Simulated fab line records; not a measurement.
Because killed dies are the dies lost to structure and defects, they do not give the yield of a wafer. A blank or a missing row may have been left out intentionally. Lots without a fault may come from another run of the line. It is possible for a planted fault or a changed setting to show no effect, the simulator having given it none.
fab line records    flow sky130
record: lots: 6  wafers: 18  last-day: 50
route steps=708 shown LI_CONTACT@371 PAD_OPEN@708
lots that met no fault: from a run of the same line without faults
start-h: hours from the record's first day to the start of the lot's first wafer shown    wait-h: hours from the lot's prior step to this one    " identical to the entry in the row above    L1.1+2: one row covering several wafers at once    - value missing, or start not given    * or withheld: withheld    < > ~ a bound
route shown NAME@n: a module of which the file shows steps, and the number in the route of the first    usual: mean/standard deviation taken from wafers without a fault    same: alike in all rows    chamber/n: place in a boat    sites: per-site readings    _std_site: standard deviation across them    _edge_site: outer sites' mean less inner sites'    radius-mm: for every site, how far away it sits from the centre of the wafer    mask NAME#n: copy n    behind: the tool/chamber that last shaped the wafer    hold: why the lot was held/for how many hours/how that ended    device: whichever transistor did not switch (one of n, p or np)    end of line: at the end of the route, the tests of the same wafers    for a step that has no rows: nothing shown but its recipe    killed: not the wafer's yield, but the dies lost to structure and defects at the first sort    map: dies across one wafer; x = killed, . = not, _ = none there
set.NAME: the setting as run; set.NAME@STEP: as run at that earlier step    model.NAME: the simulator's own value behind a step, which no gauge read
certain route steps with their lots: each step a table, each wafer a row
services: a tool's chamber out of use, with start hour (start-h, from the record's first day; less than 0 if before it), hours out, and reason
== steps ==
step: SKY_LI_CONTACT_EXPOSE_09
recipe: mask-id: LICM1  na: 0.8  source-shape: annular  sigma-inner: 0.55  sigma-outer: 0.85  target-cd-nm: 170  dose-mj: 38
step: SKY_LI_CONTACT_PEB_10
recipe: peb-temp-c: withheld  peb-time-s: withheld  resist: KrF-thick
step: SKY_LI_CONTACT_DEVELOP_11
recipe: develop-time-s: 60  resist: KrF-thick  dev-temp-c: 21
step: SKY_LI_CONTACT_CD_MEAS_12
recipe: target-cd-nm: 170
usual: cd-nm: 170.4/0.97
lot.wafer  tool       chamber  start-h  wait-h  cd-nm
L708.1     cd-sem-01  -        720.25   -       169.7
L708.4     "          -        "        "       170.7
L708.6     "          -        "        "       169.8
L713.1     cd-sem-02  -        758.25   -       170.0
L713.4     "          -        "        "       171.4
L713.5     "          -        "        "       170.1
L714.2     cd-sem-02  -        768.70   -       169.4
L714.4     "          -        "        "       168.6
L714.5     "          -        "        "       169.7
L715.1     cd-sem-02  -        797.20   -       170.0
L715.2     "          -        "        "       170.6
L715.6     "          -        "        "       171.1
L726.1     cd-sem-01  -        849.78   -       171.6
L726.3     "          -        "        "       169.4
L726.6     "          -        "        "       169.9
L727.1     cd-sem-01  -        856.95   -       170.8
L727.2     "          -        "        "       170.2
L727.3     "          -        "        "       169.8
step: SKY_LI_CONTACT_OVL_MEAS_13
usual: LI_CONTACT_OVL: 2/5.9
lot.wafer  tool        chamber  start-h  wait-h  LI_CONTACT_OVL[nm]
L708.1     overlay-02  -        720.37   0.1     2
L708.4     "           -        "        "       0
L708.6     "           -        "        "       -2
L713.1     overlay-02  -        758.37   0.1     -1
L713.4     "           -        "        "       -10
L713.5     "           -        "        "       -2
L714.2     overlay-02  -        768.80   0.1     5
L714.4     "           -        "        "       8
L714.5     "           -        "        "       6
L715.1     overlay-02  -        797.32   0.1     9
L715.2     "           -        "        "       4
L715.6     "           -        "        "       4
L726.1     overlay-02  -        849.90   0.1     2
L726.3     "           -        "        "       7
L726.6     "           -        "        "       10
L727.1     overlay-02  -        857.07   0.1     0
L727.2     "           -        "        "       4
L727.3     "           -        "        "       9
step: SKY_LI_CONTACT_ETCH_14
recipe: chemistry: N2/H2  target: BARC  ion-energy-ev: 200  source-w: 500  bias-w: 100  pressure-mtorr: 30  n2-flow-sccm: 100  h2-flow-sccm: 200  stop-on: SiO2  time-s: 45.9  target-depth-a: 600
usual: drypump-motor-current-A: 5.7/0.55  oes-product-au: 0.855/0.0048  throttle-valve-pct: 13.225/0.009
lot.wafer  tool         chamber  start-h  wait-h  drypump-motor-current-A  oes-product-au  rf-hours-counter-h  throttle-valve-pct
L708.1     rie-diel-02  2        720.40   0.0     4.7                      0.863           3                   13.220
L708.4     "            0        "        "       5.6                      0.852           13                  13.236
L708.6     "            0        "        "       5.6                      0.853           -                   13.224
L713.1     rie-diel-01  3        758.40   0.0     5.8                      0.854           37                  13.230
L713.4     "            0        "        "       5.5                      0.859           9                   13.224
L713.5     "            0        "        "       5.5                      0.850           -                   13.227
L714.2     rie-diel-02  0        768.83   0.0     5.6                      0.864           14                  13.216
L714.4     "            3        "        "       6.2                      0.852           12                  13.212
L714.5     "            0        "        "       5.6                      0.852           -                   13.237
L715.1     rie-diel-04  2        797.35   0.0     5.8                      0.854           19                  13.208
L715.2     "            0        "        "       6.4                      0.853           11                  13.226
L715.6     "            0        "        "       6.4                      0.860           -                   13.228
L726.1     rie-diel-02  2        849.93   0.0     4.7                      0.843           5                   13.212
L726.3     "            0        "        "       5.6                      0.859           16                  13.225
L726.6     "            0        "        "       5.6                      0.850           -                   13.213
L727.1     rie-diel-01  0        857.10   0.0     5.5                      0.861           12                  13.226
L727.2     "            3        "        "       5.8                      0.864           1                   13.224
L727.3     "            1        "        "       5.7                      0.862           7                   13.237
step: SKY_LI_CONTACT_ETCH_15
recipe: target: PSG  chemistry: C4F8/O2/Ar  stop-on: Si  taper-deg: 4.15  mask-material: KrF-thick  source-w: 1500  bias-w: 1200  pressure-mtorr: 40  c4f8-flow-sccm: withheld  O2_flow_sccm: 6  Ar_flow_sccm: 300  time-s: withheld  target-depth-a: 6000
usual: oes-product-au: 0.836/0.0046
lot.wafer  tool         chamber  start-h  wait-h  oes-product-au
L708.1     rie-diel-02  2        720.45   0.0     0.837
L708.4     "            0        "        "       0.836
L708.6     "            0        "        "       0.835
L713.1     rie-diel-01  3        758.44   0.0     0.835
L713.4     "            0        "        "       0.847
L713.5     "            0        "        "       0.836
L714.2     rie-diel-02  0        768.88   0.0     0.841
L714.4     "            3        "        "       0.833
L714.5     "            0        "        "       0.835
L715.1     rie-diel-04  2        797.40   0.0     0.841
L715.2     "            0        "        "       0.831
L715.6     "            0        "        "       0.839
L726.1     rie-diel-02  2        849.98   0.0     0.834
L726.3     "            0        "        "       0.835
L726.6     "            0        "        "       0.844
L727.1     rie-diel-01  0        857.15   0.0     0.837
L727.2     "            3        "        "       0.843
L727.3     "            1        "        "       0.828
step: SKY_LI_CONTACT_STRIP_16
recipe: chemistry: O2/N2  power-w: 1400  pressure-mtorr: 1500  platen-temp-c: withheld  o2-flow-sccm: 3000  n2-flow-sccm: 300  overash-fraction: 0.5
step: SKY_LI_CONTACT_CLEAN_17
recipe: chemistry: NMP  time-s: 600  temp-c: 60  dry: n2-spin
step: SKY_LI_CONTACT_PRE_CLEAN_18
recipe: gas: Ar  time-s: 5.6  bias-v: 358
step: SKY_LI_CONTACT_SPUTTER_19
recipe: material: Ti  target-thk-nm: 20  chamber-pressure-pa: 5  power-w: 2500  substrate-temp-c: 200  time-s: 106.37
usual: throttle-valve-pct: 30.0/0.89
lot.wafer  tool            chamber  start-h  wait-h  throttle-valve-pct
L708.1     pvd-sputter-01  -        720.83   0.0     29.4
L708.4     "               -        "        "       32.1
L708.6     "               -        "        "       30.0
L713.1     pvd-sputter-01  -        758.82   0.0     29.6
L713.4     "               -        "        "       32.0
L713.5     "               -        "        "       32.0
L714.2     pvd-sputter-01  -        769.27   0.0     28.7
L714.4     "               -        "        "       30.2
L714.5     "               -        "        "       29.9
L715.1     pvd-sputter-01  -        797.79   0.0     29.3
L715.2     "               -        "        "       29.0
L715.6     "               -        "        "       30.1
L726.1     pvd-sputter-02  -        850.37   0.0     30.8
L726.3     "               -        "        "       30.0
L726.6     "               -        "        "       29.4
L727.1     pvd-sputter-04  -        857.53   0.0     29.3
L727.2     "               -        "        "       30.6
L727.3     "               -        "        "       31.2
step: SKY_LI_CONTACT_SPUTTER_20
recipe: material: TiN  target-thk-nm: 20  chamber-pressure-pa: 5  power-w: 4000  time-s: 80
usual: throttle-valve-pct: 30.0/0.91
lot.wafer  tool            chamber  start-h  wait-h  throttle-valve-pct
L708.1     pvd-sputter-01  -        720.90   0.0     29.6
L708.4     "               -        "        "       32.2
L708.6     "               -        "        "       30.4
L713.1     pvd-sputter-01  -        758.90   0.0     29.8
L713.4     "               -        "        "       31.8
L713.5     "               -        "        "       32.0
L714.2     pvd-sputter-01  -        769.35   0.0     28.6
L714.4     "               -        "        "       30.3
L714.5     "               -        "        "       29.3
L715.1     pvd-sputter-01  -        797.87   0.0     29.0
L715.2     "               -        "        "       28.4
L715.6     "               -        "        "       30.2
L726.1     pvd-sputter-02  -        850.45   0.0     31.2
L726.3     "               -        "        "       29.9
L726.6     "               -        "        "       29.6
L727.1     pvd-sputter-04  -        857.60   0.0     29.6
L727.2     "               -        "        "       30.7
L727.3     "               -        "        "       31.1
step: SKY_LI_CONTACT_CVD_21
recipe: material: W  target-thk-nm: 400  time-s: 120.56  temp-c: 400  pressure-torr: 40
usual: chamber-pressure-Torr: 40.00/0.091  heater-power-outer-w: 554/73  heater-power-w: 887/92
lot.wafer  tool      chamber  start-h  wait-h  chamber-pressure-Torr  heater-power-outer-w  heater-power-w  model.W_of_LI_CONTACT_CVD_21.thk-nm
L708.1     cvd-w-01  1        720.96   0.0     40.01                  605                   976             399.2
L708.4     "         1        "        "       40.07                  621                   974             402.6
L708.6     "         1        "        "       40.03                  591                   965             401
L713.1     cvd-w-02  0        758.96   0.0     44.26                  501                   887             423.5
L713.4     "         1        "        "       44.05                  443                   757             408.5
L713.5     "         0        "        "       44.06                  534                   865             414.5
L714.2     cvd-w-02  1        769.41   0.0     43.98                  455                   739             416.6
L714.4     "         1        "        "       44.15                  444                   739             411.1
L714.5     "         1        "        "       44.18                  447                   744             416.7
L715.1     cvd-w-01  0        797.93   0.0     40.04                  623                   942             391.7
L715.2     "         0        "        "       39.91                  627                   963             387.2
L715.6     "         0        "        "       40.11                  608                   959             387.7
L726.1     cvd-w-02  0        850.51   0.0     40.05                  532                   863             399
L726.3     "         0        "        "       40.10                  542                   868             397.1
L726.6     "         0        "        "       40.13                  543                   855             396.2
L727.1     cvd-w-01  0        857.66   0.0     39.87                  631                   979             393.6
L727.2     "         1        "        "       39.82                  625                   997             398.1
L727.3     "         1        "        "       39.99                  627                   972             396.1
step: SKY_LI_CONTACT_RS_MEAS_22
recipe: thk-meas-gauge: four-point-probe  reads: W_of_LI_CONTACT_CVD_21+TiN_of_LI_CONTACT_SPUTTER_20+Ti_of_LI_CONTACT_SPUTTER_19
usual: LI_CONTACT_W_RS: 0.288/0.0041
lot.wafer  tool           chamber  start-h  wait-h  LI_CONTACT_W_RS[ohm/sq]
L708.1     film-metro-04  -        721.09   0.1     0.285
L708.4     "              -        "        "       0.283
L708.6     "              -        "        "       0.284
L713.1     film-metro-01  -        759.09   0.1     0.269
L713.4     "              -        "        "       0.278
L713.5     "              -        "        "       0.274
L714.2     film-metro-01  -        769.55   0.1     0.274
L714.4     "              -        "        "       0.277
L714.5     "              -        "        "       0.273
L715.1     film-metro-04  -        798.18   0.2     0.291
L715.2     "              -        "        "       0.294
L715.6     "              -        "        "       0.294
L726.1     film-metro-04  -        850.63   0.1     0.284
L726.3     "              -        "        "       0.287
L726.6     "              -        "        "       0.287
L727.1     film-metro-02  -        857.79   0.1     0.289
L727.2     "              -        "        "       0.286
L727.3     "              -        "        "       0.287
step: SKY_LI_CONTACT_THK_MEAS_23
recipe: thk-meas-gauge: xrf  reads: W_of_LI_CONTACT_CVD_21
usual: LI_CONTACT_W_THK: 405/6.7
lot.wafer  tool           chamber  start-h  wait-h  LI_CONTACT_W_THK[nm]
L708.1     film-metro-04  -        721.21   0.1     409
L708.4     "              -        "        "       415
L708.6     "              -        "        "       413
L713.1     film-metro-01  -        759.21   0.1     432
L713.4     "              -        "        "       413
L713.5     "              -        "        "       420
L714.2     film-metro-01  -        769.66   0.1     423
L714.4     "              -        "        "       416
L714.5     "              -        "        "       426
L715.1     film-metro-04  -        798.30   0.1     403
L715.2     "              -        "        "       398
L715.6     "              -        "        "       398
L726.1     film-metro-04  -        850.75   0.1     408
L726.3     "              -        "        "       408
L726.6     "              -        "        "       407
L727.1     film-metro-02  -        857.91   0.1     407
L727.2     "              -        "        "       411
L727.3     "              -        "        "       411
step: SKY_LI_CONTACT_CMP_24
recipe: stop-on: PSG  t-overpolish-s: 20  down-force-psi: 3.5  platen-rpm: 60  target-thk-nm: 0  pad-velocity-m-s: 0.94248
usual: motor-current-A: 11.8/1.2  slurry-filter-dp-kPa: 13.49/0.15
lot.wafer  tool    chamber  start-h  wait-h  motor-current-A  slurry-filter-dp-kPa
L708.4     cmp-02  3        721.32   0.1     12.7             13.86
L708.1     "       0        "        "       14.3             13.30
L708.6     "       2        "        "       10.8             13.49
L713.4     cmp-02  2        759.27   0.0     11.4             13.37
L713.1     "       1        "        "       11.1             13.47
L713.5     "       2        "        "       10.7             13.63
L714.2     cmp-01  0        769.81   0.1     10.3             13.24
L714.4     "       1        "        "       11.6             13.60
L714.5     "       3        "        "       10.6             13.60
L715.2     cmp-02  1        798.46   0.1     11.2             13.55
L715.1     "       2        "        "       10.9             13.49
L715.6     "       0        "        "       12.9             13.56
L726.3     cmp-02  0        850.81   0.0     13.8             13.28
L726.1     "       2        "        "       11.0             13.34
L726.6     "       1        "        "       11.7             13.27
L727.3     cmp-01  0        857.97   0.0     9.7              13.57
L727.1     "       2        "        "       11.8             13.65
L727.2     "       3        "        "       10.5             13.52
step: SKY_PAD_OPEN_PROBE_99
usual: killed_at_M0_to_M3: 43/7.3  killed_at_M4_up: 3.6/1.9  killed-at-contacts: 23/5.3  killed-at-front-end: 15/4.5  killed-at-other: 0.3/0.72  killed-dies: 85/9.4  killed-open: 46/6.7  killed-short: 38/6.8
same: gross-dies: 492  killed-at-back-side: 0
lot.wafer  tool       chamber  start-h  wait-h  killed_at_M0_to_M3  killed_at_M4_up  killed-at-contacts  killed-at-front-end  killed-at-other  killed-dies  killed-open  killed-short
L713.1     prober-02  -        1134.22  0.1     29                  6                13                  10                   0                58           33           25
L713.4     prober-02  -        1134.37  0.2     43                  7                23                  10                   0                83           46           37
L713.5     prober-02  -        1134.42  0.2     30                  1                31                  10                   1                73           46           27
killed by level:class
L713.1 METAL2:geometric-particle:short=8 VIA1:geometric-particle:open=7 LI_CONTACT:geometric-particle:open=6 VIA3:geometric-particle:open=6 POLY_GATE:geometric-particle:open=4 METAL4:geometric-particle:short=4 FIELD_ISO:geometric-particle:short=3 VIA3:geometric-particle:short=3
L713.4 VIA1:geometric-particle:open=14 CONTACT:geometric-particle:open=11 METAL2:geometric-particle:short=6 METAL4:geometric-particle:short=6 CONTACT:geometric-particle:short=5 VIA3:geometric-particle:open=4 POLY_GATE:geometric-particle:open=4 LI_CONTACT:geometric-particle:open=4
L713.5 LI_CONTACT:geometric-particle:open=11 CONTACT:geometric-particle:open=10 VIA1:geometric-particle:open=8 LI_CONTACT:geometric-particle:short=5 METAL2:geometric-particle:short=5 METAL1:geometric-particle:short=4 VIA2:geometric-particle:open=4 VIA3:geometric-particle:open=4
== services ==
tool            chamber  start-h  hours  kind
cmp-01          -        696.67   0.3    repair
rie-diel-02     0        701.13   4.1    repair
rie-diel-01     3        709.03   5.8    repair
rie-diel-02     -        725.90   0.4    repair
rie-diel-01     -        729.06   0.5    repair
cmp-01          -        736.25   9.0    repair
cmp-02          -        737.28   1.4    repair
rie-diel-04     1        743.58   35.4   repair
rie-diel-04     -        743.75   0.3    repair
cmp-01          -        745.20   4.0    pm
pvd-sputter-02  -        766.89   22.5   repair
rie-diel-04     -        768.31   0.5    repair
pvd-sputter-01  -        770.82   3.8    repair
rie-diel-02     0        777.83   18.0   repair
cvd-w-02        1        783.13   7.9    repair
cmp-02          -        784.96   0.7    repair
cvd-w-01        -        785.99   1.3    repair
cvd-w-01        1        797.48   6.1    repair
cvd-w-01        -        804.30   2.8    pm
rie-diel-01     1        807.91   1.2    repair
cvd-w-02        -        812.18   1.6    repair
pvd-sputter-01  -        822.80   1.7    repair
cmp-02          -        830.92   0.2    repair
cmp-02          -        840.00   6.9    pm
== key ==
first-sign: step: SKY_LI_CONTACT_CVD_21  reading: chamber-pressure-Torr  direction: up  sigmas: 45  usual: 40.00  struck: 44.11
effect: step: SKY_LI_CONTACT_RS_MEAS_22  reading: LI_CONTACT_W_RS  direction: down  sigmas: 3.3  usual: 0.288  struck: 0.274
effect: step: SKY_LI_CONTACT_THK_MEAS_23  reading: LI_CONTACT_W_THK  direction: up  sigmas: 2.6  usual: 405  struck: 422
model-effect: step: SKY_LI_CONTACT_CVD_21  value: W_of_LI_CONTACT_CVD_21.thk-nm  without: 395.3  struck: 415.1
met-at SKY_LI_CONTACT_CVD_21
struck-wafers L713.1,L713.4,L713.5,L714.2,L714.4,L714.5
tester-left-out L713,L714
fault: kind: process-parameter-drift  tool: cvd-w-02  chamber: -  onset-h: 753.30  steps: SKY_LI_CONTACT_CVD_21  channel: pressure-torr  offset: 4.0901  shape: step  end-h: 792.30  acts-in: these-recipes-only  stated: 40
tester-left-out: of these lots the tester's yield and bins aren't shown, on N5 and GAA mostly nor the transistor test; their killed dies are dies lost to structure and defects alone, not to doping, threshold or leakage, so they don't give the yield
